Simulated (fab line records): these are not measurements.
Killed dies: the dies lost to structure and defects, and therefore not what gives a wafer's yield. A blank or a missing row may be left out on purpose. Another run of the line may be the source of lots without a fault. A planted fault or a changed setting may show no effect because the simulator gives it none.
fab line records    flow sky130
record: lots: 24  wafers: 72  last_day: 50
route steps=708 shown FIELD_ISO@3 PWDE@55 NWELL@63 SONOS_ONO@173 POLY_GATE@228
lots that met no fault: taken from a fault-free run of the same line
start_h: hours from the record's opening day to when the first of the lot's shown wafers began    wait_h: how many hours have passed since the lot's step before this one    " repeats the value in the row above    L1.1+2: a row that stands for several wafers    - either no value or no given start    * or withheld: withheld    < > ~ a bound
route shown NAME@n: names a module that has steps shown in the file, with the first one's number in the route    usual: average and standard deviation across the fault-free wafers    same: alike in all rows    chamber/n: place in a boat    sites: each site's reading    _std_site: the standard deviation of these    _edge_site: mean of outer sites minus mean of inner sites    radius_mm: how far each site lies from the wafer's centre    mask NAME#n: copy n    behind: the last tool/chamber to shape the wafer    hold: why the lot was held/for how many hours/how that ended    device: names the non-switching transistor (n, p or np)    end of line: tests of these same wafers at the route's end    for a step that has no rows: nothing shown but its recipe    killed: count of dies lost to structure and defects at first sort (not the wafer's yield)    map: a wafer's dies, x killed, . not, _ none there
set.NAME: setting as actually run; set.NAME@STEP: the setting as run at that earlier step    model.NAME: the simulator's own value behind a step, which no gauge read
the route's steps for a sample of lots (tables are steps, rows are wafers)
== steps ==
step: SKY_FIELD_ISO_THK_MEAS_02
recipe: reads: SiO2_of_FIELD_ISO_OXIDATION_01
usual: FIELD_ISO_OXIDATION_00_THK: 11.94/0.19
lot.wafer  tool           chamber  start_h  wait_h  FIELD_ISO_OXIDATION_00_THK[nm]
L074.3     film_metro-03  -        11.65    0.0     12.19
L074.5     "              -        "        "       12.04
L074.6     "              -        "        "       11.84
L075.3     film_metro-04  -        16.65    0.0     11.97
L075.5     "              -        "        "       11.96
L075.6     "              -        "        "       11.98
L076.2     film_metro-01  -        21.64    0.0     11.68
L076.4     "              -        "        "       11.96
L076.6     "              -        "        "       11.78
L077.1     film_metro-01  -        26.99    0.0     12.23
L077.4     "              -        "        "       12.24
L077.5     "              -        "        "       12.14
L078.1     film_metro-03  -        31.63    0.0     11.86
L078.4     "              -        "        "       11.88
L078.5     "              -        "        "       11.90
L079.2     film_metro-04  -        37.85    0.0     11.72
L079.5     "              -        "        "       11.90
L079.6     "              -        "        "       11.73
L080.1     film_metro-01  -        42.68    0.0     12.21
L080.3     "              -        "        "       12.29
L080.4     "              -        "        "       12.40
L081.3     film_metro-01  -        46.65    0.0     11.76
L081.4     "              -        "        "       11.94
L081.6     "              -        "        "       11.63
L082.3     film_metro-03  -        51.65    0.0     11.97
L082.4     "              -        "        "       12.30
L082.6     "              -        "        "       12.26
L083.1     film_metro-01  -        56.78    0.0     11.89
L083.2     "              -        "        "       11.93
L083.4     "              -        "        "       11.78
L084.1     film_metro-04  -        62.15    0.0     11.92
L084.2     "              -        "        "       12.33
L084.4     "              -        "        "       11.83
L085.1     film_metro-04  -        67.21    0.0     11.61
L085.4     "              -        "        "       11.87
L085.5     "              -        "        "       11.80
L086.2     film_metro-03  -        71.64    0.0     11.63
L086.4     "              -        "        "       11.47
L086.5     "              -        "        "       11.82
L087.1     film_metro-04  -        76.63    0.0     11.67
L087.3     "              -        "        "       11.96
L087.5     "              -        "        "       11.71
L088.1     film_metro-01  -        81.68    0.0     11.96
L088.3     "              -        "        "       11.85
L088.4     "              -        "        "       11.99
L089.1     film_metro-04  -        86.94    0.0     11.90
L089.4     "              -        "        "       11.88
L089.5     "              -        "        "       11.80
L090.1     film_metro-01  -        92.60    0.0     12.09
L090.4     "              -        "        "       11.97
L090.5     "              -        "        "       11.84
L091.2     film_metro-01  -        97.29    0.0     11.93
L091.3     "              -        "        "       11.93
L091.4     "              -        "        "       11.88
L092.4     film_metro-01  -        102.45   0.0     12.15
L092.5     "              -        "        "       11.91
L092.6     "              -        "        "       12.04
L093.2     film_metro-04  -        107.28   0.0     11.99
L093.5     "              -        "        "       12.36
L093.6     "              -        "        "       12.23
L094.3     film_metro-04  -        111.81   0.0     11.92
L094.4     "              -        "        "       11.75
L094.6     "              -        "        "       11.79
L095.1     film_metro-03  -        117.04   0.0     11.86
L095.3     "              -        "        "       11.91
L095.6     "              -        "        "       12.07
L096.2     film_metro-04  -        121.93   0.0     11.99
L096.3     "              -        "        "       12.07
L096.4     "              -        "        "       12.12
L097.1     film_metro-01  -        129.67   0.0     11.63
L097.2     "              -        "        "       11.63
L097.4     "              -        "        "       11.68
step: SKY_FIELD_ISO_THK_MEAS_23
recipe: reads: SiO2_of_FIELD_ISO_OXIDATION_22
usual: FIELD_ISO_OXIDATION_01_THK: 9.93/0.15
lot.wafer  tool           chamber  start_h  wait_h  FIELD_ISO_OXIDATION_01_THK[nm]
L074.3     film_metro-04  -        34.07    0.0     10.06
L074.5     "              -        "        "       10.16
L074.6     "              -        "        "       10.15
L075.3     film_metro-03  -        36.66    0.0     10.03
L075.5     "              -        "        "       10.12
L075.6     "              -        "        "       10.05
L076.2     film_metro-04  -        41.82    0.0     9.97
L076.4     "              -        "        "       10.04
L076.6     "              -        "        "       10.06
L077.1     film_metro-04  -        45.99    0.0     9.80
L077.4     "              -        "        "       10.09
L077.5     "              -        "        "       9.93
L078.1     film_metro-04  -        50.04    0.0     9.96
L078.4     "              -        "        "       10.11
L078.5     "              -        "        "       9.97
L079.2     film_metro-04  -        59.03    0.0     10.22
L079.5     "              -        "        "       9.95
L079.6     "              -        "        "       10.25
L080.1     film_metro-01  -        62.10    0.0     9.66
L080.3     "              -        "        "       9.85
L080.4     "              -        "        "       9.69
L081.3     film_metro-04  -        65.72    0.0     9.95
L081.4     "              -        "        "       10.05
L081.6     "              -        "        "       9.96
L082.3     film_metro-01  -        71.63    0.0     9.71
L082.4     "              -        "        "       9.54
L082.6     "              -        "        "       9.62
L083.1     film_metro-01  -        77.22    0.0     9.74
L083.2     "              -        "        "       9.96
L083.4     "              -        "        "       9.67
L084.1     film_metro-01  -        83.06    0.0     9.89
L084.2     "              -        "        "       9.99
L084.4     "              -        "        "       9.96
L085.1     film_metro-03  -        90.22    0.0     9.94
L085.4     "              -        "        "       10.16
L085.5     "              -        "        "       10.08
L086.2     film_metro-04  -        94.08    0.0     9.85
L086.4     "              -        "        "       9.97
L086.5     "              -        "        "       9.85
L087.1     film_metro-04  -        99.82    0.0     10.18
L087.3     "              -        "        "       10.07
L087.5     "              -        "        "       10.10
L088.1     film_metro-04  -        103.59   0.0     10.01
L088.3     "              -        "        "       9.94
L088.4     "              -        "        "       9.87
L089.1     film_metro-04  -        108.59   0.0     9.96
L089.4     "              -        "        "       10.18
L089.5     "              -        "        "       9.96
L090.1     film_metro-03  -        113.99   0.0     9.88
L090.4     "              -        "        "       9.95
L090.5     "              -        "        "       9.78
L091.2     film_metro-04  -        120.42   0.0     9.95
L091.3     "              -        "        "       9.96
L091.4     "              -        "        "       9.90
L092.4     film_metro-04  -        123.89   0.0     9.99
L092.5     "              -        "        "       9.76
L092.6     "              -        "        "       9.82
L097.1     film_metro-01  -        160.38   0.0     9.77
L097.2     "              -        "        "       9.74
L097.4     "              -        "        "       9.75
L096.2     film_metro-03  -        160.39   0.0     10.09
L096.3     "              -        "        "       9.87
L096.4     "              -        "        "       9.96
L094.3     film_metro-04  -        160.40   0.0     9.84
L094.4     "              -        "        "       9.63
L094.6     "              -        "        "       9.61
L095.1     film_metro-01  -        160.44   0.1     10.05
L095.3     "              -        "        "       9.98
L095.6     "              -        "        "       9.96
L093.2     film_metro-04  -        160.45   0.1     9.56
L093.5     "              -        "        "       9.69
L093.6     "              -        "        "       9.76
step: SKY_PWDE_TW_MEAS_10
usual: PWDE_TW: 372/3
lot.wafer  tool           chamber  start_h  wait_h  PWDE_TW
L074.3     film_metro-01  -        72.11    0.1     375
L074.5     "              -        "        "       377
L074.6     "              -        "        "       373
L075.3     film_metro-01  -        74.91    0.1     375
L075.5     "              -        "        "       375
L075.6     "              -        "        "       374
L076.2     film_metro-02  -        80.31    0.3     367
L076.4     "              -        "        "       368
L076.6     "              -        "        "       367
L077.1     film_metro-01  -        82.62    0.1     374
L077.4     "              -        "        "       377
L077.5     "              -        "        "       377
L078.1     film_metro-03  -        88.56    0.1     371
L078.4     "              -        "        "       370
L078.5     "              -        "        "       368
L079.2     film_metro-02  -        98.30    0.1     374
L079.5     "              -        "        "       375
L079.6     "              -        "        "       373
L080.1     film_metro-03  -        99.84    0.1     369
L080.3     "              -        "        "       371
L080.4     "              -        "        "       369
L081.3     film_metro-03  -        104.34   0.1     369
L081.4     "              -        "        "       372
L081.6     "              -        "        "       371
L082.3     film_metro-03  -        111.34   0.1     372
L082.4     "              -        "        "       372
L082.6     "              -        "        "       372
L083.1     film_metro-01  -        118.72   0.1     375
L083.2     "              -        "        "       373
L083.4     "              -        "        "       376
L084.1     film_metro-02  -        123.42   0.1     370
L084.2     "              -        "        "       371
L084.4     "              -        "        "       369
L085.1     film_metro-03  -        129.92   0.1     374
L085.4     "              -        "        "       375
L085.5     "              -        "        "       372
L086.2     film_metro-02  -        133.13   0.1     370
L086.4     "              -        "        "       372
L086.5     "              -        "        "       370
L087.1     film_metro-02  -        137.57   0.1     370
L087.3     "              -        "        "       366
L087.5     "              -        "        "       369
L088.1     film_metro-03  -        140.97   0.1     371
L088.3     "              -        "        "       373
L088.4     "              -        "        "       372
L089.1     film_metro-01  -        145.17   0.1     374
L089.4     "              -        "        "       374
L089.5     "              -        "        "       375
L090.1     film_metro-01  -        152.02   0.1     374
L090.4     "              -        "        "       375
L090.5     "              -        "        "       373
L091.2     film_metro-02  -        160.75   0.1     369
L091.3     "              -        "        "       365
L091.4     "              -        "        "       370
L092.4     film_metro-01  -        170.45   0.1     375
L092.5     "              -        "        "       375
L092.6     "              -        "        "       375
L097.1     film_metro-01  -        207.67   0.1     375
L097.2     "              -        "        "       376
L097.4     "              -        "        "       376
L094.3     film_metro-03  -        207.84   0.1     372
L094.4     "              -        "        "       371
L094.6     "              -        "        "       372
L095.1     film_metro-01  -        208.02   0.1     377
L095.3     "              -        "        "       377
L095.6     "              -        "        "       377
L096.2     film_metro-03  -        208.18   0.1     369
L096.3     "              -        "        "       371
L096.4     "              -        "        "       370
L093.2     film_metro-01  -        208.50   0.1     377
L093.5     "              -        "        "       376
L093.6     "              -        "        "       377
step: SKY_NWELL_OVL_MEAS_10
usual: NWELL_00_OVL: 0.5/1.4
lot.wafer  tool        chamber  start_h  wait_h  NWELL_00_OVL[nm]
L074.3     overlay-02  -        89.54    -       -0.3
L074.5     "           -        "        "       0.0
L074.6     "           -        "        "       -0.1
L075.3     overlay-01  -        91.60    -       1.7
L075.5     "           -        "        "       3.4
L075.6     "           -        "        "       3.4
L076.2     overlay-02  -        97.68    -       -1.9
L076.4     "           -        "        "       0.2
L076.6     "           -        "        "       -0.7
L077.1     overlay-01  -        99.99    -       -0.7
L077.4     "           -        "        "       -1.2
L077.5     "           -        "        "       0.3
L078.1     overlay-02  -        105.22   -       0.4
L078.4     "           -        "        "       -0.7
L078.5     "           -        "        "       1.2
L079.2     overlay-02  -        116.63   -       0.3
L079.5     "           -        "        "       -0.6
L079.6     "           -        "        "       -0.4
L080.1     overlay-02  -        117.74   -       2.7
L080.3     "           -        "        "       1.2
L080.4     "           -        "        "       0.7
L081.3     overlay-01  -        121.85   -       -0.8
L081.4     "           -        "        "       0.3
L081.6     "           -        "        "       -3.9
L082.3     overlay-02  -        128.54   -       0.0
L082.4     "           -        "        "       0.1
L082.6     "           -        "        "       -1.1
L083.1     overlay-01  -        134.29   -       -0.3
L083.2     "           -        "        "       1.8
L083.4     "           -        "        "       1.4
L084.1     overlay-01  -        138.52   -       2.6
L084.2     "           -        "        "       2.0
L084.4     "           -        "        "       1.4
L085.1     overlay-02  -        144.54   -       0.6
L085.4     "           -        "        "       1.4
L085.5     "           -        "        "       1.1
L086.2     overlay-02  -        151.33   -       3.1
L086.4     "           -        "        "       1.0
L086.5     "           -        "        "       1.4
L087.1     overlay-01  -        156.99   -       0.1
L087.3     "           -        "        "       -1.1
L087.5     "           -        "        "       -2.0
L088.1     overlay-01  -        161.74   -       1.2
L088.3     "           -        "        "       -0.7
L088.4     "           -        "        "       0.6
L089.1     overlay-02  -        165.67   -       -1.5
L089.4     "           -        "        "       0.5
L089.5     "           -        "        "       2.6
L090.1     overlay-02  -        171.78   -       -0.2
L090.4     "           -        "        "       2.3
L090.5     "           -        "        "       4.7
L091.2     overlay-02  -        180.89   -       -0.3
L091.3     "           -        "        "       -0.6
L091.4     "           -        "        "       -1.2
L092.4     overlay-01  -        189.84   -       -1.1
L092.5     "           -        "        "       -1.4
L092.6     "           -        "        "       -1.2
L097.1     overlay-01  -        229.34   -       -0.4
L097.2     "           -        "        "       0.5
L097.4     "           -        "        "       0.2
L094.3     overlay-01  -        229.55   -       2.8
L094.4     "           -        "        "       2.1
L094.6     "           -        "        "       -0.1
L095.1     overlay-01  -        230.49   -       1.9
L095.3     "           -        "        "       1.3
L095.6     "           -        "        "       2.0
L096.2     overlay-02  -        230.54   -       -0.6
L096.3     "           -        "        "       0.0
L096.4     "           -        "        "       0.0
L093.2     overlay-01  -        230.84   -       1.6
L093.5     "           -        "        "       -0.6
L093.6     "           -        "        "       0.6
step: SKY_SONOS_ONO_THK_MEAS_05
recipe: reads: SiO2_of_SONOS_ONO_CVD_04
usual: SONOS_ONO_CVD_04_THK: 5.73/0.12
lot.wafer  tool           chamber  start_h  wait_h  SONOS_ONO_CVD_04_THK[nm]
L074.3     film_metro-04  -        254.34   0.0     5.61
L074.5     "              -        "        "       5.55
L074.6     "              -        "        "       5.58
L075.3     film_metro-01  -        257.22   0.0     5.62
L075.5     "              -        "        "       5.69
L075.6     "              -        "        "       5.63
L076.2     film_metro-01  -        265.15   0.0     5.56
L076.4     "              -        "        "       5.56
L076.6     "              -        "        "       5.57
L077.1     film_metro-03  -        267.98   0.0     5.72
L077.4     "              -        "        "       5.72
L077.5     "              -        "        "       5.68
L078.1     film_metro-01  -        273.55   0.0     5.77
L078.4     "              -        "        "       5.68
L078.5     "              -        "        "       5.80
L079.2     film_metro-04  -        291.10   0.0     5.52
L079.5     "              -        "        "       5.54
L079.6     "              -        "        "       5.61
L080.1     film_metro-04  -        292.34   0.0     5.82
L080.3     "              -        "        "       5.71
L080.4     "              -        "        "       5.73
L081.3     film_metro-04  -        301.25   0.0     5.66
L081.4     "              -        "        "       5.65
L081.6     "              -        "        "       5.63
L082.3     film_metro-04  -        307.49   0.0     5.74
L082.4     "              -        "        "       5.73
L082.6     "              -        "        "       5.72
L083.1     film_metro-04  -        321.43   0.0     5.94
L083.2     "              -        "        "       5.83
L083.4     "              -        "        "       5.84
L084.1     film_metro-01  -        328.74   0.0     5.61
L084.2     "              -        "        "       5.75
L084.4     "              -        "        "       5.80
L085.1     film_metro-01  -        331.96   0.0     5.75
L085.4     "              -        "        "       5.74
L085.5     "              -        "        "       5.88
L086.2     film_metro-01  -        343.69   0.0     5.95
L086.4     "              -        "        "       5.90
L086.5     "              -        "        "       5.88
L087.1     film_metro-04  -        349.61   0.0     5.93
L087.3     "              -        "        "       5.96
L087.5     "              -        "        "       5.93
L088.1     film_metro-03  -        357.82   0.0     5.71
L088.3     "              -        "        "       5.76
L088.4     "              -        "        "       5.70
L089.1     film_metro-01  -        363.84   0.0     5.76
L089.4     "              -        "        "       5.81
L089.5     "              -        "        "       5.82
L090.1     film_metro-03  -        370.70   0.0     5.88
L090.4     "              -        "        "       5.86
L090.5     "              -        "        "       5.87
L091.2     film_metro-03  -        384.77   0.0     5.69
L091.3     "              -        "        "       5.57
L091.4     "              -        "        "       5.52
L092.4     film_metro-03  -        395.87   0.0     5.83
L092.5     "              -        "        "       5.92
L092.6     "              -        "        "       5.81
L097.1     film_metro-01  -        448.69   0.0     5.70
L097.2     "              -        "        "       5.69
L097.4     "              -        "        "       5.77
L094.3     film_metro-01  -        451.35   0.0     5.81
L094.4     "              -        "        "       5.75
L094.6     "              -        "        "       5.76
L095.1     film_metro-03  -        454.50   0.0     5.79
L095.3     "              -        "        "       5.87
L095.6     "              -        "        "       5.81
L093.2     film_metro-04  -        454.51   0.0     5.85
L093.5     "              -        "        "       5.69
L093.6     "              -        "        "       5.65
L096.2     film_metro-01  -        455.76   0.0     5.57
L096.3     "              -        "        "       5.49
L096.4     "              -        "        "       5.51
step: SKY_POLY_GATE_OVL_MEAS_14
usual: POLY_GATE_OVL: -2/5.1
lot.wafer  tool        chamber  start_h  wait_h  POLY_GATE_OVL[nm]
L074.3     overlay-01  -        363.24   0.1     -1
L074.5     "           -        "        "       -2
L074.6     "           -        "        "       -2
L075.3     overlay-01  -        368.14   0.1     -5
L075.5     "           -        "        "       -1
L075.6     "           -        "        "       -5
L076.2     overlay-01  -        374.58   0.1     -3
L076.4     "           -        "        "       -5
L076.6     "           -        "        "       -8
L077.1     overlay-01  -        385.97   0.1     -6
L077.4     "           -        "        "       0
L077.5     "           -        "        "       -3
L078.1     overlay-01  -        391.85   0.1     -8
L078.4     "           -        "        "       -5
L078.5     "           -        "        "       -10
L079.2     overlay-02  -        412.50   0.1     -3
L079.5     "           -        "        "       -5
L079.6     "           -        "        "       -9
L080.1     overlay-01  -        412.84   0.1     -10
L080.3     "           -        "        "       -10
L080.4     "           -        "        "       -3
L081.3     overlay-01  -        421.25   0.1     -5
L081.4     "           -        "        "       -10
L081.6     "           -        "        "       -6
L082.3     overlay-01  -        427.85   0.1     -5
L082.4     "           -        "        "       -2
L082.6     "           -        "        "       -1
L083.1     overlay-02  -        444.74   0.1     -8
L083.2     "           -        "        "       -12
L083.4     "           -        "        "       -6
L084.1     overlay-01  -        456.59   0.1     0
L084.2     "           -        "        "       -6
L084.4     "           -        "        "       -3
L085.1     overlay-01  -        457.80   0.1     0
L085.4     "           -        "        "       4
L085.5     "           -        "        "       -7
L086.2     overlay-01  -        468.56   0.1     8
L086.4     "           -        "        "       0
L086.5     "           -        "        "       1
L087.1     overlay-02  -        475.35   0.1     -6
L087.3     "           -        "        "       -6
L087.5     "           -        "        "       -3
L088.1     overlay-02  -        485.84   0.1     -4
L088.3     "           -        "        "       -6
L088.4     "           -        "        "       -14
L089.1     overlay-02  -        494.44   0.1     -13
L089.4     "           -        "        "       -5
L089.5     "           -        "        "       -9
L090.1     overlay-02  -        499.44   0.1     1
L090.4     "           -        "        "       -4
L090.5     "           -        "        "       3
L091.2     overlay-01  -        515.50   0.1     2
L091.3     "           -        "        "       3
L091.4     "           -        "        "       4
L092.4     overlay-01  -        531.41   0.1     8
L092.5     "           -        "        "       -2
L092.6     "           -        "        "       -2
L097.1     overlay-01  -        576.95   0.1     -6
L097.2     "           -        "        "       1
L097.4     "           -        "        "       -4
L094.3     overlay-01  -        577.83   0.1     5
L094.4     "           -        "        "       10
L094.6     "           -        "        "       7
L095.1     overlay-01  -        579.37   0.1     10
L095.3     "           -        "        "       4
L095.6     "           -        "        "       3
L093.2     overlay-01  -        581.08   0.1     0
L093.5     "           -        "        "       -2
L093.6     "           -        "        "       2
L096.2     overlay-02  -        584.96   0.1     -1
L096.3     "           -        "        "       5
L096.4     "           -        "        "       3
== key ==
fault none
